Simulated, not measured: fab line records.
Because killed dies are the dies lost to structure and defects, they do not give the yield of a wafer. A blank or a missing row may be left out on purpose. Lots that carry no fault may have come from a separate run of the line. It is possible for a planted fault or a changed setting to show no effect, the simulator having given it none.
fab line records	flow sfq_line
record: lots: 5	wafers: 23
route steps=325 shown I2@114 M3@129 I3@138 M4@153 I4@163 JJ@185 R5@217
start_h: hours from the record's opening day to when the first of the lot's shown wafers began	wait_h: time in hours since the lot's previous step	" identical to the entry in the row above	L1.1+2: a single row standing in for several wafers	- no value present, or no start provided	* or withheld: withheld	< > ~ a bound
route shown NAME@n: NAME is a module with steps in the file, n the number in the route of the first one	usual: mean/standard deviation taken from wafers without a fault	same: alike in all rows	chamber/n: place in a boat	sites: per-site readings	_std_site: how widely they spread, as a standard deviation	_edge_site: the outer-site mean with the inner-site mean subtracted	radius_mm: for every site, how far away it sits from the centre of the wafer	mask NAME#n: copy n	behind: tool/chamber where the wafer was last shaped	hold: the reason the lot was held/the length of the hold in hours/how it ended	device: whichever transistor did not switch (one of n, p or np)	end of line: the route-end tests of the same wafers	a step with no rows: only its recipe	killed: at the first sort, the dies lost to defects and structure; wafer yield is something else	map: a wafer's dies, x killed, . not, _ none there
set.NAME: setting as actually run; set.NAME@STEP: the setting as run at that earlier step	model.NAME: the simulator's own value behind a step, which no gauge read
lots run with intentionally changed settings; tables by step, rows by wafer
== steps ==
step: SFQ_TRILAYER_I2_VIA_BARC_OPEN_VIA_ETCH_096
recipe: mask_material: PR	chemistry: O2	target_depth_nm: 125	target: BARC	source_w: 500	bias_w: 80	pressure_mtorr: 30	time_s: 41.7
lot.wafer	tool	chamber	start_h	wait_h	set.bias_w	set.dose_mj@TRILAYER_I2_VIA_LITHO_EXPOSE_068	model.I2.cd_nm
L074.1	rie_diel-04	2	765.77	0.0	80	21.74	489.2
L074.2	"	1	"	"	80	21.3	487.8
L074.3	"	3	"	"	80	21.74	488.5
L074.4	"	0	"	"	80	21.74	487.9
L074.6	"	3	"	"	80	21.3	485.7
L075.3	rie_diel-03	3	766.97	0.0	80	21.3	483.2
L075.4	"	0	"	"	80	21.3	485.3
L075.5	"	3	"	"	80	21.3	484.6
L076.2	rie_diel-04	3	768.17	0.0	70.46	21.82	488.6
L076.3	"	2	"	"	70.46	21.3	483.9
L076.4	"	1	"	"	80	21.3	485.6
L076.5	"	1	"	"	70.46	21.82	489.7
L076.6	"	0	"	"	80	21.3	482.3
L077.1	rie_diel-01	1	769.37	0.0	80	21.3	485.1
L077.3	"	0	"	"	84.7	21.3	485.3
L077.4	"	2	"	"	80	21.3	485.7
L077.5	"	0	"	"	84.7	21.3	486.8
L077.6	"	1	"	"	80	21.3	483.3
L083.2	rie_diel-03	1	1051.87	0.0	80	21.3	485.7
L083.3	"	3	"	"	80	22.87	496.3
L083.4	"	2	"	"	80	22.87	497
L083.5	"	2	"	"	80	21.3	485.4
L083.6	"	3	"	"	80	21.3	485.2
step: SFQ_TRILAYER_I2_VIA_ETCH_VIA_ETCH_070
recipe: target: SiO2	stop_on: Nb	mask_material: PR	taper_deg: 20	chemistry: CHF3	target_depth_nm: 260	source_w: 500	bias_w: 80	pressure_mtorr: 30	time_s: withheld
lot.wafer	tool	chamber	start_h	wait_h	set.dose_mj@TRILAYER_I2_VIA_LITHO_EXPOSE_068	model.I2.cd_nm
L074.1	rie_diel-04	2	765.81	0.0	21.74	490.2
L074.2	"	1	"	"	21.3	486.4
L074.3	"	3	"	"	21.74	488.7
L074.4	"	0	"	"	21.74	487.8
L074.6	"	3	"	"	21.3	485.7
L075.3	rie_diel-03	3	767.01	0.0	21.3	481.8
L075.4	"	0	"	"	21.3	485.8
L075.5	"	3	"	"	21.3	484.4
L076.2	rie_diel-04	3	768.21	0.0	21.82	488.1
L076.3	"	2	"	"	21.3	486
L076.4	"	1	"	"	21.3	484.2
L076.5	"	1	"	"	21.82	487.3
L076.6	"	0	"	"	21.3	482.1
L077.1	rie_diel-01	1	769.41	0.0	21.3	486.9
L077.3	"	0	"	"	21.3	487.6
L077.4	"	2	"	"	21.3	485.9
L077.5	"	0	"	"	21.3	490.6
L077.6	"	1	"	"	21.3	484.2
L083.2+5	rie_diel-03	1,2	1051.91	0.0	21.3	486.6
L083.3	"	3	"	"	22.87	495.3
L083.4	"	2	"	"	22.87	497.7
L083.6	"	3	"	"	21.3	484.9
step: SFQ_TRILAYER_M3_BARC_OPEN_METAL_ETCH_100
recipe: mask_material: PR	chemistry: O2	target_depth_nm: 125	target: BARC	icp_w: 600	bias_w: 80	pressure_mtorr: 10	time_s: 41.7
lot.wafer	tool	chamber	start_h	wait_h	set.time_s	model.KrF_of_TRILAYER_M3_LITHO_COAT_075.thk_nm
L074.1	rie_metal-03	1	895.97	0.0	46.79	517.9
L074.2	"	0	"	"	41.7	524.3
L074.3	"	1	"	"	46.79	517
L074.4	"	0	"	"	41.7	523.9
L074.6	"	0	"	"	41.7	524
L075.3	rie_metal-03	0	899.59	0.0	41.7	524.3
L075.4	"	1	"	"	41.7	522.4
L075.5	"	1	"	"	41.7	522.2
L076.2	rie_metal-03	1	901.97	0.0	36.93	528.3
L076.3	"	1	"	"	36.93	528.5
L076.4	"	0	"	"	41.7	525.1
L076.5	"	0	"	"	41.7	525.5
L076.6	"	1	"	"	41.7	523.9
L077.1	rie_metal-01	1	904.37	0.0	41.7	522.5
L077.3	"	1	"	"	41.7	522.8
L077.4	"	0	"	"	39.69	524.1
L077.5	"	0	"	"	39.69	522.8
L077.6	"	1	"	"	39.69	527
L083.2	rie_metal-01	1	1055.38	0.0	45.37	520.1
L083.3	"	0	"	"	45.37	518.5
L083.4	"	1	"	"	45.37	521.2
L083.5	"	0	"	"	41.7	521.3
L083.6	"	1	"	"	41.7	524.8
step: SFQ_TRILAYER_I3_VIA_LITHO_COAT_085
recipe: resist: KrF	spin_rpm: 3000	resist_thk_nm: 650
lot.wafer	tool	chamber	start_h	wait_h	set.spin_rpm	model.KrF_of_TRILAYER_I3_VIA_LITHO_COAT_085.thk_nm
L074.1	litho_track-03	0	904.03	0.2	3069	639.7
L074.2	"	0	"	"	3000	650.4
L074.3	"	0	"	"	3000	652
L074.4	"	0	"	"	3069	642.1
L074.6	"	0	"	"	3069	641.8
L075.3	litho_track-01	0	909.04	0.2	3000	647.4
L075.4	"	0	"	"	3000	650.7
L075.5	"	0	"	"	3000	649.3
L076.2	litho_track-01	0	915.47	0.2	3220	627.4
L076.3+6	"	0	"	"	3000	651.1
L076.4	"	0	"	"	3220	626.5
L076.5	"	0	"	"	3220	629.5
L077.1	litho_track-04	0	918.42	0.2	3000	649.2
L077.3	"	0	"	"	2800	674.8
L077.4	"	0	"	"	2800	673.7
L077.5	"	0	"	"	3000	650.1
L077.6	"	0	"	"	3000	651.3
L083.2	litho_track-04	0	1062.18	0.2	3000	648.3
L083.3	"	0	"	"	3000	649
L083.4	"	0	"	"	3000	648.6
L083.5	"	0	"	"	3000	649.8
L083.6	"	0	"	"	3000	650.2
step: SFQ_TRILAYER_I3_VIA_BARC_OPEN_VIA_ETCH_121
recipe: mask_material: PR	chemistry: O2	target_depth_nm: 125	target: BARC	source_w: 500	bias_w: 80	pressure_mtorr: 30	time_s: 41.7
lot.wafer	tool	chamber	start_h	wait_h	set.time_s	set.spin_rpm@TRILAYER_I3_VIA_LITHO_COAT_085	model.KrF_of_TRILAYER_I3_VIA_LITHO_COAT_085.thk_nm
L074.1	rie_diel-02	3	1031.34	0.0	41.7	3069	563.6
L074.2	"	1	"	"	35.9	3000	581.1
L074.3	"	2	"	"	35.9	3000	582.1
L074.4	"	0	"	"	41.7	3069	564.6
L074.6	"	1	"	"	35.9	3069	572.4
L075.3	rie_diel-02	0	1036.14	0.0	41.7	3000	570.4
L075.4	"	2	"	"	41.7	3000	574.2
L075.5	"	3	"	"	41.7	3000	573.4
L076.2	rie_diel-04	1	1042.14	0.0	41.7	3220	550.9
L076.3	"	2	"	"	41.7	3000	574.4
L076.4	"	3	"	"	41.7	3220	549.9
L076.5	"	0	"	"	41.7	3220	551.8
L076.6	"	3	"	"	41.7	3000	574.6
L077.1	rie_diel-01	0	1043.34	0.0	41.7	3000	572.1
L077.3	"	1	"	"	46.63	2800	591.6
L077.4	"	2	"	"	46.63	2800	590.3
L077.5	"	1	"	"	46.63	3000	567
L077.6	"	2	"	"	41.7	3000	574.6
L083.2	rie_diel-04	0	1064.80	0.0	46.37	3000	564.2
L083.3	"	1	"	"	41.7	3000	571.9
L083.4	"	2	"	"	46.37	3000	566.4
L083.5	"	3	"	"	41.7	3000	572.9
L083.6	"	0	"	"	46.37	3000	565.6
step: SFQ_TRILAYER_I3_VIA_ETCH_VIA_ETCH_088
recipe: target: SiO2	stop_on: Nb	mask_material: PR	taper_deg: 20	chemistry: CHF3	target_depth_nm: 260	source_w: 500	bias_w: 80	pressure_mtorr: 30	time_s: withheld
lot.wafer	tool	chamber	start_h	wait_h	set.spin_rpm@TRILAYER_I3_VIA_LITHO_COAT_085	set.time_s@TRILAYER_I3_VIA_BARC_OPEN_VIA_ETCH_121	model.KrF_of_TRILAYER_I3_VIA_LITHO_COAT_085.thk_nm
L074.1	rie_diel-02	3	1031.38	0.0	3069	*	520.2
L074.2	"	1	"	"	3000	*	537.7
L074.3	"	2	"	"	3000	*	537.9
L074.4	"	0	"	"	3069	*	520.1
L074.6	"	1	"	"	3069	*	528.4
L075.3	rie_diel-02	0	1036.18	0.0	3000	*	525.1
L075.4	"	2	"	"	3000	*	529.8
L075.5	"	3	"	"	3000	*	529.6
L076.2	rie_diel-04	1	1042.18	0.0	3220	*	507
L076.3	"	2	"	"	3000	*	530.6
L076.4	"	3	"	"	3220	*	505.4
L076.5	"	0	"	"	3220	*	507.6
L076.6	"	3	"	"	3000	*	529.6
L077.1	rie_diel-01	0	1043.38	0.0	3000	*	527
L077.3	"	1	"	"	2800	*	546.8
L077.4	"	2	"	"	2800	*	545.2
L077.5	"	1	"	"	3000	*	522
L077.6	"	2	"	"	3000	*	529.8
L083.2	rie_diel-04	0	1064.84	0.0	3000	*	518.3
L083.3	"	1	"	"	3000	*	526.8
L083.4	"	2	"	"	3000	*	522
L083.5	"	3	"	"	3000	*	527.8
L083.6	"	0	"	"	3000	*	519.6
step: SFQ_TRILAYER_M4_LITHO_COAT_093
recipe: resist: KrF	spin_rpm: 3000	resist_thk_nm: 600
lot.wafer	tool	chamber	start_h	wait_h	set.resist_thk_nm	model.KrF_of_TRILAYER_M4_LITHO_COAT_093.thk_nm
L074.1	litho_track-02	0	1032.89	0.2	600	602.3
L074.2	"	0	"	"	600	601.8
L074.3	"	0	"	"	600	603.1
L074.4	"	0	"	"	600	601.6
L074.6	"	0	"	"	600	602.4
L075.3	litho_track-01	0	1037.77	0.2	600	596.5
L075.4	"	0	"	"	600	596.7
L075.5	"	0	"	"	600	599.2
L076.2	litho_track-02	0	1043.72	0.2	575.1	579
L076.3	"	0	"	"	600	600.9
L076.4	"	0	"	"	575.1	574.8
L076.5	"	0	"	"	600	600
L076.6	"	0	"	"	575.1	575.5
L077.1	litho_track-01	0	1044.87	0.2	600	598.1
L077.3	"	0	"	"	600	599.5
L077.4	"	0	"	"	590.8	591
L077.5	"	0	"	"	600	598
L077.6	"	0	"	"	590.8	588
L083.2	litho_track-03	0	1066.37	0.2	600	599.6
L083.3	"	0	"	"	620.2	618.6
L083.4	"	0	"	"	620.2	619.6
L083.5	"	0	"	"	620.2	619.2
L083.6	"	0	"	"	600	596.7
step: SFQ_TRILAYER_M4_LITHO_SOFTBAKE_097
recipe: temp_c: withheld	time_s: withheld	resist: KrF
step: SFQ_TRILAYER_M4_LITHO_EXPOSE_094
recipe: mask_id: M4	na: 0.6	source_shape: conventional	sigma_outer: 0.65	target_cd_nm: 500	dose_mj: 14.4
step: SFQ_TRILAYER_M4_LITHO_DEVELOP_095
recipe: time_s: 60	resist: KrF
step: SFQ_TRILAYER_M4_BARC_OPEN_METAL_ETCH_123
recipe: mask_material: PR	chemistry: O2	target_depth_nm: 125	target: BARC	icp_w: 600	bias_w: 80	pressure_mtorr: 10	time_s: 41.7
lot.wafer	tool	chamber	start_h	wait_h	set.resist_thk_nm@TRILAYER_M4_LITHO_COAT_093	model.KrF_of_TRILAYER_M4_LITHO_COAT_093.thk_nm
L074.1+3	rie_metal-01	1,0	1158.51	0.0	600	526.3
L074.2	"	0	"	"	600	525.2
L074.4	"	1	"	"	600	526
L074.6	"	1	"	"	600	526.8
L075.3	rie_metal-01	1	1162.13	0.0	600	521.1
L075.4	"	0	"	"	600	519.9
L075.5	"	1	"	"	600	523.5
L076.2	rie_metal-01	1	1165.73	0.0	575.1	502.8
L076.3	"	1	"	"	600	524.7
L076.4	"	1	"	"	575.1	498.6
L076.5	"	1	"	"	600	523.7
L076.6	"	1	"	"	575.1	499.1
L077.1	rie_metal-02	0	1166.91	0.0	600	520.5
L077.3	"	0	"	"	600	522.1
L077.4	"	1	"	"	590.8	514.1
L077.5	"	1	"	"	600	520.4
L077.6	"	0	"	"	590.8	510.7
L083.2	rie_metal-01	1	1187.45	0.0	600	523.4
L083.3	"	1	"	"	620.2	542.2
L083.4	"	1	"	"	620.2	543.4
L083.5	"	1	"	"	620.2	543
L083.6	"	1	"	"	600	520.5
step: SFQ_TRILAYER_M4_ETCH_METAL_ETCH_096
recipe: target: Nb	stop_on: SiO2	mask_material: PR	chemistry: Cl2/Ar	target_depth_nm: 240	icp_w: 600	bias_w: 80	pressure_mtorr: 10	time_s: 120
lot.wafer	tool	chamber	start_h	wait_h	set.time_s	set.resist_thk_nm@TRILAYER_M4_LITHO_COAT_093	model.KrF_of_TRILAYER_M4_LITHO_COAT_093.thk_nm
L074.1	rie_metal-01	1	1158.57	0.0	102.6	600	407.6
L074.2	"	0	"	"	120	600	383.2
L074.3	"	0	"	"	120	600	384.3
L074.4	"	1	"	"	120	600	387.8
L074.6	"	1	"	"	102.6	600	409.2
L075.3	rie_metal-01	1	1162.25	0.1	120	600	382.3
L075.4	"	1	"	"	120	600	381.9
L075.5	"	1	"	"	120	600	385
L076.2	rie_metal-01	1	1165.87	0.1	126.7	575.1	357.2
L076.3	"	1	"	"	120	600	385.3
L076.4	"	1	"	"	126.7	575.1	352.5
L076.5	"	1	"	"	120	600	384.4
L076.6	"	1	"	"	120	575.1	361.2
L077.1	rie_metal-02	0	1166.97	0.0	127.5	600	370.2
L077.3	"	0	"	"	127.5	600	372.9
L077.4	"	1	"	"	127.5	590.8	365.1
L077.5	"	1	"	"	120	600	381.1
L077.6	"	0	"	"	120	590.8	368.9
L083.2	rie_metal-01	1	1187.59	0.1	120	600	386.2
L083.3	"	1	"	"	120	620.2	404.2
L083.4	"	1	"	"	129.6	620.2	395.8
L083.5	"	1	"	"	129.6	620.2	394.5
L083.6	"	1	"	"	129.6	600	372.2
step: SFQ_TRILAYER_I4_DEP_PECVD_099
recipe: material: SiO2	temp_c: 150	time_s: 111.11	pressure_torr: 2.4	rf_w: 183.3	precursor: SiH4/N2O	target_thk_nm: 500
lot.wafer	tool	chamber	start_h	wait_h	set.time_s	model.SiO2_of_TRILAYER_I4_DEP_PECVD_099.thk_nm
L074.1	pecvd-02	1	1159.47	0.0	111.11	496.8
L074.2	"	2	"	"	122.6	541.5
L074.3	"	0	"	"	111.11	493.9
L074.4	"	1	"	"	122.6	559
L074.6	"	0	"	"	122.6	548.1
L075.3	pecvd-01	1	1163.81	0.0	111.11	500.3
L075.4	"	1	"	"	111.11	505.7
L075.5	"	2	"	"	111.11	502.1
L076.2	pecvd-02	1	1167.45	0.0	111.11	500.6
L076.3	"	0	"	"	111.11	499.6
L076.4	"	1	"	"	111.11	514
L076.5	"	2	"	"	111.11	499.7
L076.6	"	0	"	"	111.11	513.8
L077.1	pecvd-01	1	1167.87	0.0	111.11	494
L077.3	"	0	"	"	96.71	431.8
L077.4	"	2	"	"	111.11	507.2
L077.5	"	0	"	"	111.11	499.2
L077.6	"	1	"	"	96.71	433.5
L083.2	pecvd-02	1	1189.18	0.0	117.4	528.9
L083.3	"	2	"	"	117.4	520.2
L083.4	"	1	"	"	111.11	507.2
L083.5	"	0	"	"	117.4	535.7
L083.6	"	2	"	"	111.11	497.8
step: SFQ_TRILAYER_I4_CMP_CMP_100
recipe: material: SiO2	down_force_psi: 3	platen_rpm: 60	pad_velocity_m_s: 0.94248
usual: time_to_endpoint_s: 215/6.8
lot.wafer	tool	chamber	start_h	wait_h	set.time_s@TRILAYER_I4_DEP_PECVD_099	time_to_endpoint_s
L074.2	cmp-02	0	1166.50	7.0	122.6	252
L074.1	"	1	"	"	111.11	217
L074.3	"	2	"	"	111.11	210
L074.4	"	3	"	"	122.6	260
L074.6	"	1	1169.00	9.5	122.6	255
L075.3	cmp-01	3	1171.75	7.9	111.11	208
L075.4	"	1	1172.75	8.9	111.11	215
L075.5	"	0	1174.25	10.4	111.11	217
L076.3	cmp-02	1	1172.75	5.3	111.11	215
L076.4	"	2	"	"	111.11	223
L076.2	"	0	1174.25	6.8	111.11	215
L076.5	"	1	"	"	111.11	220
L076.6	"	2	"	"	111.11	223
L077.3	cmp-01	0	1174.75	6.8	96.71	165
L077.1	"	1	"	"	111.11	210
L077.4	"	3	1176.25	8.3	111.11	221
L077.6	"	0	"	"	96.71	171
L077.5	"	1	"	"	111.11	211
L083.3	cmp-01	0	1189.75	0.5	117.4	227
L083.4	"	2	1190.75	1.5	111.11	221
L083.2	"	3	"	"	117.4	228
L083.5	"	0	"	"	117.4	245
L083.6	"	1	"	"	111.11	207
step: SFQ_TRILAYER_I4_VIA_LITHO_EXPOSE_104
recipe: mask_id: I4	na: 0.6	source_shape: conventional	sigma_outer: 0.65	target_cd_nm: 700	dose_mj: 21.3
lot.wafer	tool	chamber	start_h	wait_h	mask	set.dose_mj
L074.1+3+4	krf_scanner-01	0	1288.93	-	I4#0	21.3
L074.2+6	"	0	"	"	I4#0	22.2
L075.3+4+5	krf_scanner-02	0	1294.25	-	I4#0	21.3
L076.2+6	krf_scanner-02	0	1296.45	-	I4#0	21.3
L076.3+4+5	"	0	"	"	I4#0	21.89
L077.1+3+4+5+6	krf_scanner-02	0	1298.65	-	I4#0	21.3
L083.2+5	krf_scanner-01	0	1314.35	-	I4#0	20.19
L083.3+4+6	"	0	"	"	I4#0	21.3
step: SFQ_TRILAYER_I4_VIA_BARC_OPEN_VIA_ETCH_146
recipe: mask_material: PR	chemistry: O2	target_depth_nm: 125	target: BARC	source_w: 500	bias_w: 80	pressure_mtorr: 30	time_s: 41.7
lot.wafer	tool	chamber	start_h	wait_h	set.bias_w	set.dose_mj@TRILAYER_I4_VIA_LITHO_EXPOSE_104	model.I4.cd_nm
L074.1	rie_diel-04	0	1290.46	0.0	87.77	21.3	700.3
L074.2	"	3	"	"	87.77	22.2	706.7
L074.3	"	1	"	"	80	21.3	699.8
L074.4	"	2	"	"	87.77	21.3	699.5
L074.6	"	0	"	"	80	22.2	705.4
L075.3	rie_diel-02	0	1295.39	0.0	80	21.3	700
L075.4	"	2	"	"	80	21.3	700.7
L075.5	"	0	"	"	80	21.3	699.5
L076.2	rie_diel-02	1	1297.79	0.0	80	21.3	700.5
L076.3	"	3	"	"	72.27	21.89	705.6
L076.4	"	3	"	"	72.27	21.89	706.2
L076.5	"	2	"	"	80	21.89	705
L076.6	"	1	"	"	80	21.3	699.9
L077.1	rie_diel-02	1	1300.19	0.0	80	21.3	701.2
L077.3	"	3	"	"	80	21.3	700.7
L077.4	"	3	"	"	80	21.3	701.7
L077.5	"	2	"	"	80	21.3	699.9
L077.6	"	1	"	"	80	21.3	700.9
L083.2	rie_diel-03	1	1315.69	0.0	80	20.19	691.6
L083.3	"	2	"	"	80	21.3	700.8
L083.4	"	3	"	"	80	21.3	700.6
L083.5	"	3	"	"	76.1	20.19	691.2
L083.6	"	2	"	"	76.1	21.3	700.2
step: SFQ_TRILAYER_I4_VIA_ETCH_VIA_ETCH_106
recipe: target: SiO2	stop_on: Nb	mask_material: PR	taper_deg: 20	chemistry: CHF3	target_depth_nm: 260	source_w: 500	bias_w: 77.12	pressure_mtorr: 30	time_s: withheld
lot.wafer	tool	chamber	start_h	wait_h	set.dose_mj@TRILAYER_I4_VIA_LITHO_EXPOSE_104	model.I4.cd_nm
L074.1	rie_diel-04	0	1290.50	0.0	21.3	700.2
L074.2	"	3	"	"	22.2	706.2
L074.3	"	1	"	"	21.3	699.4
L074.4	"	2	"	"	21.3	698.5
L074.6	"	0	"	"	22.2	704.8
L075.3	rie_diel-02	0	1295.43	0.0	21.3	698.9
L075.4	"	2	"	"	21.3	702.8
L075.5	"	0	"	"	21.3	698.4
L076.2	rie_diel-02	1	1297.83	0.0	21.3	701.6
L076.3+4	"	3	"	"	21.89	704.8
L076.5	"	2	"	"	21.89	708.4
L076.6	"	1	"	"	21.3	702.2
L077.1	rie_diel-02	1	1300.23	0.0	21.3	701.9
L077.3	"	3	"	"	21.3	699.5
L077.4	"	3	"	"	21.3	699.8
L077.5	"	2	"	"	21.3	701.5
L077.6	"	1	"	"	21.3	702
L083.2	rie_diel-03	1	1315.73	0.0	20.19	691
L083.3	"	2	"	"	21.3	700.5
L083.4	"	3	"	"	21.3	699.1
L083.5	"	3	"	"	20.19	689.7
L083.6	"	2	"	"	21.3	698.5
step: SFQ_TRILAYER_JJ_CE_LITHO_COAT_119
recipe: resist: BARC	spin_rpm: 3000	resist_thk_nm: 62
lot.wafer	tool	chamber	start_h	wait_h	set.spin_rpm	model.BARC_of_TRILAYER_JJ_CE_LITHO_COAT_119.thk_nm
L074.1	litho_track-03	0	1292.79	0.1	2936	62.33
L074.2	"	0	"	"	3000	61.64
L074.3	"	0	"	"	3000	61.66
L074.4	"	0	"	"	2936	62.39
L074.6	"	0	"	"	3000	61.61
L075.3	litho_track-02	0	1297.85	0.2	3000	62.15
L075.4	"	0	"	"	3000	61.95
L075.5	"	0	"	"	3000	62.07
L076.2	litho_track-03	0	1300.15	0.1	3000	61.73
L076.3	"	0	"	"	3000	61.72
L076.4	"	0	"	"	2875	63.09
L076.5	"	0	"	"	2875	63
L076.6	"	0	"	"	3000	61.77
L077.1	litho_track-02	0	1302.55	0.1	2893	63.13
L077.3	"	0	"	"	3000	62.12
L077.4	"	0	"	"	2893	63.16
L077.5	"	0	"	"	3000	62.1
L077.6	"	0	"	"	2893	63.3
L083.2	litho_track-04	0	1318.65	0.1	3000	61.85
L083.3	"	0	"	"	3000	62.02
L083.4	"	0	"	"	3123	60.71
L083.5	"	0	"	"	3123	60.94
L083.6	"	0	"	"	3000	62.06
step: SFQ_TRILAYER_R5_LITHO_COAT_141
recipe: resist: BARC	spin_rpm: 3000	resist_thk_nm: 62
lot.wafer	tool	chamber	start_h	wait_h	set.spin_rpm	model.BARC_of_TRILAYER_R5_LITHO_COAT_141.thk_nm
L074.1+6	litho_track-01	0	1422.27	0.1	2800	64.18
L074.2	"	0	"	"	3000	62.25
L074.3	"	0	"	"	3000	62.13
L074.4	"	0	"	"	3000	62.04
L075.3	litho_track-03	0	1426.31	0.1	3000	62.2
L075.4	"	0	"	"	3000	62.14
L075.5	"	0	"	"	3000	62.05
L076.2	litho_track-02	0	1427.51	0.1	3000	61.88
L076.3	"	0	"	"	3000	62.01
L076.4	"	0	"	"	2808	63.98
L076.5	"	0	"	"	2808	64.09
L076.6	"	0	"	"	2808	64.04
L077.1	litho_track-01	0	1434.72	0.1	3000	62.27
L077.3	"	0	"	"	2812	64.19
L077.4	"	0	"	"	3000	62.25
L077.5	"	0	"	"	2812	64.16
L077.6	"	0	"	"	2812	64.41
L083.2	litho_track-03	0	1454.43	0.1	3000	61.91
L083.3	"	0	"	"	3147	60.49
L083.4	"	0	"	"	3147	60.53
L083.5	"	0	"	"	3000	61.97
L083.6	"	0	"	"	3000	62.12
== key ==
split: step: SFQ_TRILAYER_I2_VIA_BARC_OPEN_VIA_ETCH_096	setting: bias_w	stated: 80	by: wafer
response none clear
split: step: SFQ_TRILAYER_M3_BARC_OPEN_METAL_ETCH_100	setting: time_s	stated: 41.7	by: wafer
response: step: SFQ_TRILAYER_M3_BARC_OPEN_METAL_ETCH_100	reading: model.KrF_of_TRILAYER_M3_LITHO_COAT_075.thk_nm	change: -0.42	per: 1%	r: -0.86
split: step: SFQ_TRILAYER_I3_VIA_LITHO_COAT_085	setting: spin_rpm	stated: 3000	by: wafer
response: step: SFQ_TRILAYER_I3_VIA_LITHO_COAT_085	reading: model.KrF_of_TRILAYER_I3_VIA_LITHO_COAT_085.thk_nm	change: -3.42	per: 1%	r: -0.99
response: step: SFQ_TRILAYER_I3_VIA_BARC_OPEN_VIA_ETCH_121	reading: model.KrF_of_TRILAYER_I3_VIA_LITHO_COAT_085.thk_nm	change: -3.27	per: 1%	r: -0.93
response: step: SFQ_TRILAYER_I3_VIA_ETCH_VIA_ETCH_088	reading: model.KrF_of_TRILAYER_I3_VIA_LITHO_COAT_085.thk_nm	slope: -3.44	per: 1%	together_with: time_s@TRILAYER_I3_VIA_BARC_OPEN_VIA_ETCH_121	explained: 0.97
split: step: SFQ_TRILAYER_I3_VIA_BARC_OPEN_VIA_ETCH_121	setting: time_s	stated: 41.7	by: wafer
response: step: SFQ_TRILAYER_I3_VIA_BARC_OPEN_VIA_ETCH_121	reading: model.KrF_of_TRILAYER_I3_VIA_LITHO_COAT_085.thk_nm	slope: -0.598	per: 1%	together_with: spin_rpm@TRILAYER_I3_VIA_LITHO_COAT_085	explained: 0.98
response: step: SFQ_TRILAYER_I3_VIA_ETCH_VIA_ETCH_088	reading: model.KrF_of_TRILAYER_I3_VIA_LITHO_COAT_085.thk_nm	slope: -0.604	per: 1%	together_with: spin_rpm@TRILAYER_I3_VIA_LITHO_COAT_085	explained: 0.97
split: step: SFQ_TRILAYER_M4_LITHO_COAT_093	setting: resist_thk_nm	stated: 600	by: wafer
response: step: SFQ_TRILAYER_M4_LITHO_COAT_093	reading: model.KrF_of_TRILAYER_M4_LITHO_COAT_093.thk_nm	change: +5.96	per: 1%	r: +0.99
response: step: SFQ_TRILAYER_M4_BARC_OPEN_METAL_ETCH_123	reading: model.KrF_of_TRILAYER_M4_LITHO_COAT_093.thk_nm	change: +5.94	per: 1%	r: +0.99
response: step: SFQ_TRILAYER_M4_ETCH_METAL_ETCH_096	reading: model.KrF_of_TRILAYER_M4_LITHO_COAT_093.thk_nm	slope: +5.75	per: 1%	together_with: time_s@TRILAYER_M4_ETCH_METAL_ETCH_096	explained: 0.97
split: step: SFQ_TRILAYER_M4_ETCH_METAL_ETCH_096	setting: time_s	stated: 120	by: wafer
response: step: SFQ_TRILAYER_M4_ETCH_METAL_ETCH_096	reading: model.KrF_of_TRILAYER_M4_LITHO_COAT_093.thk_nm	slope: -1.46	per: 1%	together_with: resist_thk_nm@TRILAYER_M4_LITHO_COAT_093	explained: 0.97
split: step: SFQ_TRILAYER_I4_DEP_PECVD_099	setting: time_s	stated: 111.11	by: wafer
response: step: SFQ_TRILAYER_I4_DEP_PECVD_099	reading: model.SiO2_of_TRILAYER_I4_DEP_PECVD_099.thk_nm	change: +5.15	per: 1%	r: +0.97
response: step: SFQ_TRILAYER_I4_CMP_CMP_100	reading: time_to_endpoint_s	change: *	per: 1%	r: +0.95
split: step: SFQ_TRILAYER_I4_VIA_LITHO_EXPOSE_104	setting: dose_mj	stated: 21.3	by: wafer
response: step: SFQ_TRILAYER_I4_VIA_BARC_OPEN_VIA_ETCH_146	reading: model.I4.cd_nm	change: +1.69	per: 1%	r: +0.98
response: step: SFQ_TRILAYER_I4_VIA_ETCH_VIA_ETCH_106	reading: model.I4.cd_nm	change: +1.6	per: 1%	r: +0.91
split: step: SFQ_TRILAYER_I4_VIA_BARC_OPEN_VIA_ETCH_146	setting: bias_w	stated: 80	by: wafer
response none clear
split: step: SFQ_TRILAYER_JJ_CE_LITHO_COAT_119	setting: spin_rpm	stated: 3000	by: wafer
response: step: SFQ_TRILAYER_JJ_CE_LITHO_COAT_119	reading: model.BARC_of_TRILAYER_JJ_CE_LITHO_COAT_119.thk_nm	change: -0.302	per: 1%	r: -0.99
split: step: SFQ_TRILAYER_R5_LITHO_COAT_141	setting: spin_rpm	stated: 3000	by: wafer
response: step: SFQ_TRILAYER_R5_LITHO_COAT_141	reading: model.BARC_of_TRILAYER_R5_LITHO_COAT_141.thk_nm	change: -0.315	per: 1%	r: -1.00
split outside_this_file step=SFQ_TRILAYER_I2_VIA_LITHO_EXPOSE_068 setting=dose_mj
split outside_this_file: this setting was split too, and the file shows its column; the key of that split is in another file
